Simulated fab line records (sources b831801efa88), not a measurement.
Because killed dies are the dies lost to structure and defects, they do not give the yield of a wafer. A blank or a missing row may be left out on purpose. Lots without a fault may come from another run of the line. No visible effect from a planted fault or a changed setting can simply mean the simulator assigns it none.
A struck lot beside a sound one | flow sky130 | 19 out of 708 route steps
Sound: the wafers L661.2, L661.4, L661.6. Wafers struck: L664.3, L664.5, L664.6. The cause comes at the end.
Per side, at each step with rows, come the tool, then ch with its chambers, and then its first start. Under that, the readings that differ: sound wafers | struck wafers | difference of the means | sigmas: that difference in standard deviations of wafers without a fault.
alike: readings whose means differ by less than 2 such deviations, and words and numbers that are the same on both sides. not compared: withheld readings, readings that some wafer has no value for, bounds like >300 that may hide the same value, and numbers for which the record gives no deviation and whose values overlap.
The two part at a step that has a row with sigmas, a row that says differs or no value, or rows on one side only. Non-overlapping numbers with no deviation appear without sigmas and do not part them. A reading missing from all wafers of one side parts the sides only when that side holds two or more wafers.

SKY_VIA1_ETCH_15: etches SiO2 in C4F8/O2/Ar, stops on TiN, target depth 351 nm, time 54 s.
  sound on rie diel-02 ch 0,1,2, day 38 02:59; struck on rie diel-02 ch 1,2, day 38 15:48
  alike: chamber pressure mTorr, oes product au
  not compared: rf hours counter h
SKY_VIA1_STRIP_16: strips in O2/N2.
  sound on plasma asher-01 ch 0,1, day 38 03:02; struck on plasma asher-01 ch 0,1, day 38 15:53
  reading               | sound             | struck            | difference | sigmas
  oes product au (a.u.) | 0.409 0.413 0.410 | 0.425 0.421 0.414 | +0.009     | +2
  alike: chamber pressure mTorr, drypump motor current A, strip time to endpoint s
  not compared: rf hours counter h
then, 3 steps without rows for these wafers: SKY_VIA1_STRIP_17 (strips in post etch residue remover, time 1200 s); SKY_VIA1_CLEAN_18 (cleans in IPA, time 180 s); SKY_VIA1_CLEAN_19 (cleans in O3/DIW).
SKY_VIA1_SPUTTER_20: material TiN, target thk 20 nm, time 80 s.
  sound on pvd sputter-02, day 38 03:41; struck on pvd sputter-02, day 38 16:29
  alike: cathode dc power W, chamber pressure pa, throttle valve pct
then, 1 step without rows for these wafers: SKY_VIA1_CVD_21 (deposits W, target thk 270 nm, time 80.902 s).
SKY_VIA1_RS_MEAS_22: uses a four-point probe to measure.
  sound on film metro-01, day 38 03:57; struck on film metro-02, day 38 16:41
  alike: VIA1_W_RS
SKY_VIA1_THK_MEAS_23: measures by xrf.
  sound on film metro-01, day 38 04:04; struck on film metro-02, day 38 16:47
  alike: VIA1_W_THK
then, 2 steps without rows for these wafers: SKY_VIA1_CMP_24 (polishes, stops on SiO2, t overpolish 15 s, target thk 0 nm); SKY_METAL2_SPUTTER_00 (material Ti, target thk 15 nm, time 10 s).
SKY_METAL2_SPUTTER_01: material TiN, target thk 20 nm, time 16.7 s.
  sound on pvd sputter-01, day 38 04:26; struck on pvd sputter-04, day 38 17:08
  alike: cathode dc power W, chamber pressure pa, throttle valve pct
SKY_METAL2_SPUTTER_02: material AlCu, target thk 250 nm, time 13.3 s.
  sound on pvd sputter-01, day 38 04:28; struck on pvd sputter-04, day 38 17:10
  no value came back on the struck wafers for cathode dc power W (W), chamber pressure pa (Pa), throttle valve pct (%); on the sound wafers cathode dc power W (W) reads 10603 10602 10601
SKY_METAL2_SPUTTER_03: material Ti, target thk 5 nm, time 3.3 s.
  sound on pvd sputter-01, day 38 04:29; struck on pvd sputter-04, day 38 17:11
  alike: cathode dc power W, chamber pressure pa, throttle valve pct
then, 1 step without rows for these wafers: SKY_METAL2_SPUTTER_04 (material TiN, target thk 70 nm, time 58.3 s).
SKY_METAL2_RS_MEAS_05: uses a four-point probe to measure.
  sound on film metro-03, day 38 04:34; struck on film metro-04, day 38 17:18
  reading                 | sound                | struck               | difference | sigmas
  METAL2_ALCU_RS (ohm/sq) | 0.1248 0.1285 0.1247 | 8.5563 8.6787 8.6016 | +8.4862    | +99 or more
SKY_METAL2_THK_MEAS_06: measures by xrf.
  sound on film metro-03, day 38 04:41; struck on film metro-04, day 38 17:24
  reading              | sound       | struck   | difference | sigmas
  METAL2_ALCU_THK (nm) | 253 244 253 | <0 <0 <0 | differs    |
then, 1 step without rows for these wafers: SKY_METAL2_DEHYDRATE_07 (time 60 s).
-- the record jumps here: 11 days lie between the struck wafers' starts before and after (it left off in module METAL2 and takes up again in module PAD_OPEN, whose first step shown is number 708 of the route) --
SKY_PAD_OPEN_PROBE_99:
  sound on prober-01, day 48 20:26; struck on prober-02, day 49 06:04
  reading                  | sound          | struck         | difference | sigmas
  defect limited yield (%) | 81.5 81.9 83.9 | 0 0 0          | -82        | -46
  killed_at_M0_to_M3       | 47 38 40       | 441 439 442    | +399       | +61
  killed dies              | 91 89 79       | 492 492 492    | +406       | +46
  killed on rim            | 23 10 18       | 96 96 96       | +79        | +18
  sort_bin_5_function (%)  | 12.2 11.4 8.7  | 92.7 92.5 92.7 | +81.9      | +51
  sort n pass              | 401 403 413    | 0 0 0          | -406       | -46
  sort yield pct (%)       | 81.5 81.9 83.9 | 0 0 0          | -82        | -46
  alike: killed_at_M4_up, killed at contacts, killed at front end, killed at other, killed open, killed short, sort_bin_3_pad_short, sort_bin_6_memory

== WHERE THEY PART ==
Earliest at SKY_VIA1_STRIP_16; latest, in this record, at SKY_PAD_OPEN_PROBE_99.

WHY: the cause the simulator had injected
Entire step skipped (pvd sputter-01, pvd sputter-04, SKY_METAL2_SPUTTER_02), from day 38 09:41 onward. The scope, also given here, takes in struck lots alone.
